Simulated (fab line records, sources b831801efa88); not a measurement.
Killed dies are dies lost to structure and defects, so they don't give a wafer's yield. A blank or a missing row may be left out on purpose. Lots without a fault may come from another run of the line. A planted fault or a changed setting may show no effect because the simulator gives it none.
One fault seen from 2 desks | flow sky130 | each desk has only its own numbers; what lay behind them comes last

THE TOOL OWNER'S DESK: implanter-04
The tool's own readings at SKY_NWELL_IMPLANT_24: means of the sampled wafers that have a number, for each lot that ran on this tool. A lot is out of limits, marked OUT, if its mean lies more than 4 standard deviations from the usual mean; the brackets give that distance.
Columns: A = dose_ions_cm2 at SKY_NWELL_IMPLANT_24, usual 9.199e+12
lot  | first seen here | A
L579 | day 7 14:16     | 9.203e+12
L587 | day 10 00:04    | 9.012e+12 (-17) OUT
L591 | day 10 15:08    | 9.029e+12 (-15) OUT
This desk's finding: out of limits on L587, L591; first on L587, day 10 00:04 (dose_ions_cm2 at SKY_NWELL_IMPLANT_24). In limits: L579.

THE METROLOGY DESK
What the gauges read, lot by lot, whatever tool the lot ran on: means of the sampled wafers that have a number. A lot is out of limits, marked OUT, if its mean lies more than 4 standard deviations from the usual mean; the brackets give that distance.
Columns: A = NWELL_TW at SKY_NWELL_TW_MEAS_15, usual 1806; B = NWELL_01_OVL at SKY_NWELL_OVL_MEAS_23, usual 0.7 nm
lot  | first seen here | A    | B
L579 | day 6 18:47     | 1812 | 0.4
L581 | day 7 04:48     | 1804 | -0.2
L588 | day 8 23:40     | 1791 | -1.3
L587 | day 9 02:16     | 1815 | -0.5
L591 | day 9 16:55     | 1834 | 3.0
L593 | day 10 03:47    | 1808 | 1.6
This desk's finding: nothing out of limits on any of the 6 lots.

PUT TOGETHER
The tool owner's desk could have raised an alarm at day 10 00:04, on L587, L591.
The metrology desk saw nothing out of limits.
The metrology desk has L587, L591 on record, within its limits.
Of the lots named, all ran SKY_NWELL_IMPLANT_24 on implanter-04.

WHAT THE SIMULATOR HAD PUT IN
Process parameter drift: implanter-04, from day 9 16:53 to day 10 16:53, at SKY_NWELL_IMPLANT_24. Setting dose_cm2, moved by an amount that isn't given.
Lots struck among those shown: L587, L591.
Hours from the fault's start to each desk's first reading out of limits: the tool owner's desk, 7.
